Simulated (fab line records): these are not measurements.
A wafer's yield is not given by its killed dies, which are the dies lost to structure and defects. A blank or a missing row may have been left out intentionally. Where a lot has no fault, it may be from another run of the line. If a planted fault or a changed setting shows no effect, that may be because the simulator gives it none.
fab line records ; flow sky130 ; part 2 of 2: steps 35 to 45 of 45
record: lots: 5; wafers: 15; lastDay: 50
route steps=708 shown VT_ADJUST_NCORE@130 VT_ADJUST_HVTR@131 VT_ADJUST_PCH@143 SONOS_TUNNEL@154 SONOS_ONO@168
lots untouched by any fault: they come from a run of this same line in which no faults occurred
startH: hours from the record's first day to the start of the lot's first wafer shown ; waitH: how many hours have passed since the lot's step before this one ; " identical to the entry in the row above ; L1.1+2: one row covering several wafers at once ; - no value present, or no start provided ; * or withheld: withheld ; < > ~ a bound
route shown NAME@n: NAME is a module with steps in the file, n the number in the route of the first one ; usual: average and standard deviation across the fault-free wafers ; same: alike in all rows ; chamber/n: place in a boat ; sites: each site's reading ; _std_site: standard deviation of those values ; _edge_site: inner sites' mean taken away from outer sites' mean ; radiusMm: how far each site lies from the wafer's centre ; mask NAME#n: copy n ; behind: tool/chamber where the wafer was last shaped ; hold: reason for holding the lot/hours on hold/outcome of the hold ; device: whichever transistor did not switch (one of n, p or np) ; end of line: tests of these same wafers at the route's end ; a step given without rows: its recipe and nothing more ; killed: at the first sort, the dies lost to defects and structure; wafer yield is something else ; map: per-die view of a wafer (x killed, . not killed, _ where there is no die)
set.NAME: the run value of the setting; set.NAME@STEP: its run value at that earlier step ; model.NAME: the simulator's own value behind a step, which no gauge read
certain route steps with their lots: each step a table, each wafer a row
services: when a tool's chamber went out of use (startH, in hours from the record's first day, below 0 if earlier), for how many hours, and the reason
== steps ==
step: SKY_SONOS_TUNNEL_WET_ETCH_10
recipe: chemistry: dHF; targetDepthNm: 14; target: SiO2; dilution: 100:1; tempC: 25; timeS: 280
lot.wafer;tool;chamber;startH;waitH
L075.1+2+3;wetBench-02;2;258.22;0.1
L078.1+5+6;wetBench-04;3;280.87;0.1
L082.2+5+6;wetBench-04;3;309.36;0.1
L083.1+3+5;wetBench-03;3;319.92;0.1
L096.3+5+6;wetBench-02;0;425.26;0.1
step: SKY_SONOS_TUNNEL_STRIP_11
recipe: chemistry: SPM; timeS: 600; tempC: 130
lot.wafer;tool;chamber;startH;waitH
L075.1+2+3;wetBench-03;0;258.30;0.0
L078.1+5+6;wetBench-03;3;280.96;0.0
L082.2+5+6;wetBench-04;0;309.46;0.0
L083.1+3+5;wetBench-04;0;320.00;0.0
L096.3+5+6;wetBench-02;0;425.35;0.0
step: SKY_SONOS_TUNNEL_TW_MEAS_12
usual: SONOS_TUNNEL_TW: 198.7/1.8
lot.wafer;tool;chamber;startH;waitH;SONOS_TUNNEL_TW
L075.1;filmMetro-02;-;258.49;0.0;197.5
L075.2;filmMetro-02;-;258.49;0.0;197.4
L075.3;filmMetro-02;-;258.49;0.0;196.5
L078.1;filmMetro-03;-;281.13;0.0;199.1
L078.5;filmMetro-03;-;281.13;0.0;199.9
L078.6;filmMetro-03;-;281.13;0.0;198.9
L082.2;filmMetro-01;-;309.66;0.0;198.1
L082.5;filmMetro-01;-;309.66;0.0;197.6
L082.6;filmMetro-01;-;309.66;0.0;198.2
L083.1;filmMetro-02;-;320.18;0.0;195.7
L083.3;filmMetro-02;-;320.18;0.0;196.3
L083.5;filmMetro-02;-;320.18;0.0;196.3
L096.3;filmMetro-01;-;425.54;0.0;199.9
L096.5;filmMetro-01;-;425.54;0.0;199.9
L096.6;filmMetro-01;-;425.54;0.0;200.7
step: SKY_SONOS_TUNNEL_CLEAN_13
recipe: chemistry: dHF; timeS: 20; dilution: 100:1; dry: ipaMarangoni
lot.wafer;tool;chamber;startH;waitH
L075.1+2+3;wetBench-03;0;258.55;0.1
L078.1+5+6;wetBench-04;1;281.19;0.1
L082.2+5+6;wetBench-04;3;309.71;0.0
L083.1+3+5;wetBench-02;1;320.24;0.1
L096.3+5+6;wetBench-04;2;425.64;0.1
step: SKY_SONOS_ONO_OXIDATION_00
recipe: tempC: 800; ambient: O2; idleTempC: 700; rampUpCPerMin: 10; rampDownCPerMin: 3; stabiliseS: 600; purgeS: 300; targetThkA: 26; oxTimeS: 1249
usual: spikeTcCentreC: 799.9/1; spikeTcLowerC: 800.4/1.1
lot.wafer;tool;chamber;startH;waitH;spikeTcCentreC;spikeTcLowerC
L075.1;furnace-01;0;258.57;0.0;799.3;801.5
L075.2;furnace-01;0;258.57;0.0;800.2;800.4
L075.3;furnace-01;0;258.57;0.0;798.9;800.3
L078.1;furnace-01;0;283.03;1.8;800.9;800.2
L078.5;furnace-01;0;283.03;1.8;800.0;802.3
L078.6;furnace-01;0;283.03;1.8;800.4;800.1
L082.2;furnace-01;0;309.72;0.0;800.9;799.4
L082.5;furnace-01;0;309.72;0.0;799.2;801.3
L082.6;furnace-01;0;309.72;0.0;800.2;800.3
L083.1;furnace-01;0;320.92;0.7;801.0;800.8
L083.3;furnace-01;0;320.92;0.7;798.9;800.9
L083.5;furnace-01;0;320.92;0.7;800.9;800.4
L096.3;furnace-02;0;426.63;1.0;798.9;799.9
L096.5;furnace-02;0;426.63;1.0;799.1;799.0
L096.6;furnace-02;0;426.63;1.0;801.0;798.1
step: SKY_SONOS_ONO_THK_MEAS_01
recipe: reads: SiO2_of_SONOS_ONO_OXIDATION_00
usual: SONOS_ONO_OXIDATION_THK: 2.61/0.061
lot.wafer;tool;chamber;startH;waitH;SONOS_ONO_OXIDATION_THK[nm]
L075.1;filmMetro-01;-;259.91;0.0;2.53
L075.2;filmMetro-01;-;259.91;0.0;2.47
L075.3;filmMetro-01;-;259.91;0.0;2.54
L078.1;filmMetro-01;-;284.38;0.0;2.58
L078.5;filmMetro-01;-;284.38;0.0;2.61
L078.6;filmMetro-01;-;284.38;0.0;2.59
L082.2;filmMetro-03;-;311.08;0.0;2.58
L082.5;filmMetro-03;-;311.08;0.0;2.58
L082.6;filmMetro-03;-;311.08;0.0;2.53
L083.1;filmMetro-03;-;322.27;0.0;2.56
L083.3;filmMetro-03;-;322.27;0.0;2.58
L083.5;filmMetro-03;-;322.27;0.0;2.51
L096.3;filmMetro-01;-;428.00;0.0;2.54
L096.5;filmMetro-01;-;428.00;0.0;2.61
L096.6;filmMetro-01;-;428.00;0.0;2.60
step: SKY_SONOS_ONO_CVD_02
recipe: material: Si3N4; precursor: DCS/NH3; targetThkNm: 10.5; tempC: 770; timeS: 180; pressureMtorr: 250
usual: spikeTcCentreC: 770.3/1; spikeTcLowerC: 771.3/1.3
lot.wafer;tool;chamber;startH;waitH;spikeTcCentreC;spikeTcLowerC
L075.1;lpcvd-02;1;259.97;0.1;769.6;772.1
L075.2;lpcvd-02;1;259.97;0.1;771.9;772.3
L075.3;lpcvd-02;1;259.97;0.1;771.3;772.6
L078.1;lpcvd-02;0;285.59;1.2;771.7;769.6
L078.5;lpcvd-02;0;285.59;1.2;768.5;770.4
L078.6;lpcvd-02;0;285.59;1.2;771.3;769.3
L082.2;lpcvd-02;1;312.98;1.9;768.4;772.8
L082.5;lpcvd-02;1;312.98;1.9;769.3;771.0
L082.6;lpcvd-02;1;312.98;1.9;770.5;771.8
L083.1;lpcvd-02;1;325.05;2.8;769.6;771.3
L083.3;lpcvd-02;1;325.05;2.8;769.3;771.9
L083.5;lpcvd-02;1;325.05;2.8;770.6;771.9
L096.3;lpcvd-02;0;428.48;0.5;771.8;769.2
L096.5;lpcvd-02;0;428.48;0.5;769.8;771.3
L096.6;lpcvd-02;0;428.48;0.5;771.2;773.4
step: SKY_SONOS_ONO_THK_MEAS_03
recipe: reads: Si3N4_of_SONOS_ONO_CVD_02
usual: SONOS_ONO_CVD_02_THK: 10.47/0.13
lot.wafer;tool;chamber;startH;waitH;SONOS_ONO_CVD_02_THK[nm]
L075.1;filmMetro-03;-;261.02;0.0;10.76
L075.2;filmMetro-03;-;261.02;0.0;10.73
L075.3;filmMetro-03;-;261.02;0.0;10.65
L078.1;filmMetro-04;-;287.16;0.0;10.55
L078.5;filmMetro-04;-;287.16;0.0;10.40
L078.6;filmMetro-04;-;287.16;0.0;10.34
L082.2;filmMetro-04;-;314.04;0.0;10.36
L082.5;filmMetro-04;-;314.04;0.0;10.40
L082.6;filmMetro-04;-;314.04;0.0;10.56
L083.1;filmMetro-04;-;326.10;0.0;10.39
L083.3;filmMetro-04;-;326.10;0.0;10.39
L083.5;filmMetro-04;-;326.10;0.0;10.64
L096.3;filmMetro-03;-;429.55;0.0;10.36
L096.5;filmMetro-03;-;429.55;0.0;10.32
L096.6;filmMetro-03;-;429.55;0.0;10.29
step: SKY_SONOS_ONO_CVD_04
recipe: material: SiO2; precursor: SiH4/N2O; targetThkNm: 5.7199; tempC: 900; pressureMtorr: 400
usual: spikeTcCentreC: 900.3/1.1; spikeTcLowerC: 900.6/1
lot.wafer;tool;chamber;startH;waitH;spikeTcCentreC;spikeTcLowerC
L075.1;lpcvd-03;1;261.08;0.1;899.5;900.4
L075.2;lpcvd-03;1;261.08;0.1;898.7;900.2
L075.3;lpcvd-03;1;261.08;0.1;899.9;900.5
L078.1;lpcvd-03;0;287.22;0.1;901.3;899.2
L078.5;lpcvd-03;0;287.22;0.1;902.4;899.9
L078.6;lpcvd-03;0;287.22;0.1;899.7;899.4
L082.2;lpcvd-03;0;314.09;0.0;900.0;901.1
L082.5;lpcvd-03;0;314.09;0.0;900.0;902.0
L082.6;lpcvd-03;0;314.09;0.0;901.0;899.1
L083.1;lpcvd-03;1;326.16;0.1;900.5;898.9
L083.3;lpcvd-03;1;326.16;0.1;899.1;901.9
L083.5;lpcvd-03;1;326.16;0.1;898.8;900.4
L096.3;lpcvd-03;1;429.59;0.0;900.0;899.8
L096.5;lpcvd-03;1;429.59;0.0;900.2;900.8
L096.6;lpcvd-03;1;429.59;0.0;900.3;899.4
step: SKY_SONOS_ONO_THK_MEAS_05
recipe: reads: SiO2_of_SONOS_ONO_CVD_04
usual: SONOS_ONO_CVD_04_THK: 5.72/0.097
lot.wafer;tool;chamber;startH;waitH;SONOS_ONO_CVD_04_THK[nm]
L075.1;filmMetro-04;-;262.33;0.0;5.75
L075.2;filmMetro-04;-;262.33;0.0;5.64
L075.3;filmMetro-04;-;262.33;0.0;5.68
L078.1;filmMetro-01;-;288.47;0.0;5.71
L078.5;filmMetro-01;-;288.47;0.0;5.74
L078.6;filmMetro-01;-;288.47;0.0;5.62
L082.2;filmMetro-03;-;315.35;0.0;5.87
L082.5;filmMetro-03;-;315.35;0.0;5.81
L082.6;filmMetro-03;-;315.35;0.0;5.88
L083.1;filmMetro-03;-;327.41;0.0;5.79
L083.3;filmMetro-03;-;327.41;0.0;5.72
L083.5;filmMetro-03;-;327.41;0.0;5.78
L096.3;filmMetro-03;-;430.86;0.0;5.66
L096.5;filmMetro-03;-;430.86;0.0;5.81
L096.6;filmMetro-03;-;430.86;0.0;5.80
step: SKY_SONOS_ONO_DEHYDRATE_06
recipe: tempC: 200; timeS: 60
lot.wafer;tool;chamber;startH;waitH
L075.1+2+3;lithoTrack-01;0;273.69;11.3
L078.1+5+6;lithoTrack-01;0;300.24;11.8
L082.2+5+6;lithoTrack-03;0;328.07;12.7
L083.1+3+5;lithoTrack-03;0;340.15;12.7
L096.3+5+6;lithoTrack-03;0;445.50;14.6
== services ==
tool;chamber;startH;hours;kind
implanter-04;-;176.97;20.2;pm
plasmaAsher-04;-;179.25;1.2;repair
furnace-01;-;193.20;5.6;repair
implanter-01;-;211.95;6.5;repair
lpcvd-03;-;212.92;6.1;pm
furnace-01;-;214.04;8.7;pm
implanter-04;-;241.52;2.8;repair
implanter-01;-;247.50;0.6;repair
ilineStepper-02;-;274.92;1.7;pm
furnace-01;-;279.92;3.1;pm
implanter-02;-;291.73;1.6;repair
ilineStepper-01;-;293.63;4.4;pm
ilineStepper-01;-;299.02;2.1;repair
wetBench-02;-;306.82;8.0;repair
implanter-04;-;316.40;2.2;repair
implanter-04;-;322.89;2.3;repair
furnace-01;-;327.09;2.8;pm
ilineStepper-01;-;330.06;6.2;repair
implanter-02;-;346.20;4.0;pm
ilineStepper-02;-;372.35;4.3;pm
implanter-01;-;381.01;3.9;pm
implanter-04;-;383.76;3.8;pm
ilineStepper-01;-;389.94;1.7;pm
wetBench-04;-;399.84;3.6;repair
